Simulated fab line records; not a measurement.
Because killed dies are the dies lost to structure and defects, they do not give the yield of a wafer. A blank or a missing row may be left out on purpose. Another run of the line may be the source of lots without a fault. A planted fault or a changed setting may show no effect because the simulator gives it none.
Struck lot and sound lot, side by side + flow sky130 + 15 steps out of a route of 708
Sound: wafers L839.1, L839.2, L839.5. The struck wafers were L849.1, L849.5, L849.6. Last of all comes the cause.
Per side, at each step with rows, come the tool, then ch with its chambers, and then its first start. Under that, the readings that differ: sound wafers + struck wafers + difference of the means + sigmas: that difference in standard deviations of wafers without a fault.
alike: a reading whose means differ by less than 2 such deviations, as well as words and numbers matching on both sides. not compared: withheld readings; readings where some wafer has no value; bounds like >300 that might hide an equal value; numbers whose values overlap and for which the record gives no deviation.
Wherever a step has rows on one side only, a row that says differs or no value, or a row with sigmas, the two part there. Numbers that don't overlap but have no deviation are shown without sigmas and don't part them. A reading missing from all wafers of one side parts the sides only when that side holds two or more wafers.

first, 2 steps without rows for these wafers: SKY_LOCAL_INTERCONNECT_CLEAN_17 (cleans in IPA, time 180 s); SKY_LOCAL_INTERCONNECT_CLEAN_18 (cleans in O3/DIW).
SKY_CONTACT_CVD_00: deposits Si3N4, target thk 75 nm.
  sound on pecvd-03 ch 0,1, day 31 14:08; struck on pecvd-03 ch 0,1, day 34 14:45
  alike: heater_power_outer_w, heater_power_w, rf_fwd_power_W
SKY_CONTACT_THK_MEAS_01:
  sound on film_metro-03 at day 31 14:10; struck on film_metro-03 at day 34 14:47
  alike: CONTACT_CVD_00_THK
then, 1 step without rows for these wafers: SKY_CONTACT_HDPCVD_02 (deposits SiO2, target thk 565 nm, time 94.2 s).
SKY_CONTACT_THK_MEAS_03:
  sound on film_metro-01 at day 31 14:17; struck on film_metro-01 at day 34 14:55
  alike: CONTACT_HDPCVD_THK
SKY_CONTACT_CMP_04: polishes SiO2.
  sound on cmp-02 ch 0,2, day 31 14:21; struck on cmp-01 ch 0,1, day 34 14:59
| reading                | sound    | struck   | difference | sigmas |
|------------------------|----------|----------|------------|--------|
| time_to_endpoint_s (s) | 73 80 78 | 91 89 90 | +13        | +3     |
  alike: motor_current_A
SKY_CONTACT_BOW_MEAS_05:
  sound on film_metro-02 at day 31 14:39; struck on film_metro-03 at day 34 15:17
  alike: CONTACT_BOW
then, 4 steps without rows for these wafers: SKY_CONTACT_DEHYDRATE_06 (time 60 s); SKY_CONTACT_HMDS_07 (prime time 60 s); SKY_CONTACT_COAT_08 (resist thk 60 nm); SKY_CONTACT_COAT_09 (resist thk 450 nm).
SKY_CONTACT_SOFTBAKE_10: time 90 s.
  sound on litho_track-02 ch 0, day 32 04:00; struck on litho_track-02 ch 0, day 35 04:00
| reading                  | sound                | struck            | difference | sigmas      |
|--------------------------|----------------------|-------------------|------------|-------------|
| heater_power_total_W (W) | 57.54 57.59 57.27    | 66.00 65.98 65.69 | +8.42      | +77         |
| run_length_s (s)         | 119.27 119.54 119.40 | 88.32 88.29 88.29 | -31.10     | -99 or more |
  alike: resist_line_temp_C
then, 1 step without rows for these wafers: SKY_CONTACT_EXPOSE_11 (exposes mask CTM1, target cd 170 nm).
-- the record jumps here: 14 days lie between the struck wafers' starts before and after (it left off in module CONTACT and takes up again in module PAD_OPEN, whose first step shown is number 708 of the route) --
SKY_PAD_OPEN_PROBE_99:
  sound on prober-02 at day 46 16:29; struck on prober-02 at day 48 23:44
  alike: killed_at_M0_to_M3, killed_at_M4_up, killed_at_contacts, killed_at_front_end, killed_at_other, killed_dies, killed_on_rim, killed_open, killed_short

== WHERE THEY PART ==
Earliest at SKY_CONTACT_CMP_04; latest, in this record, at SKY_CONTACT_SOFTBAKE_10. Later steps at which nothing parts them and some readings are alike: SKY_PAD_OPEN_PROBE_99.

WHY: the cause the simulator had injected
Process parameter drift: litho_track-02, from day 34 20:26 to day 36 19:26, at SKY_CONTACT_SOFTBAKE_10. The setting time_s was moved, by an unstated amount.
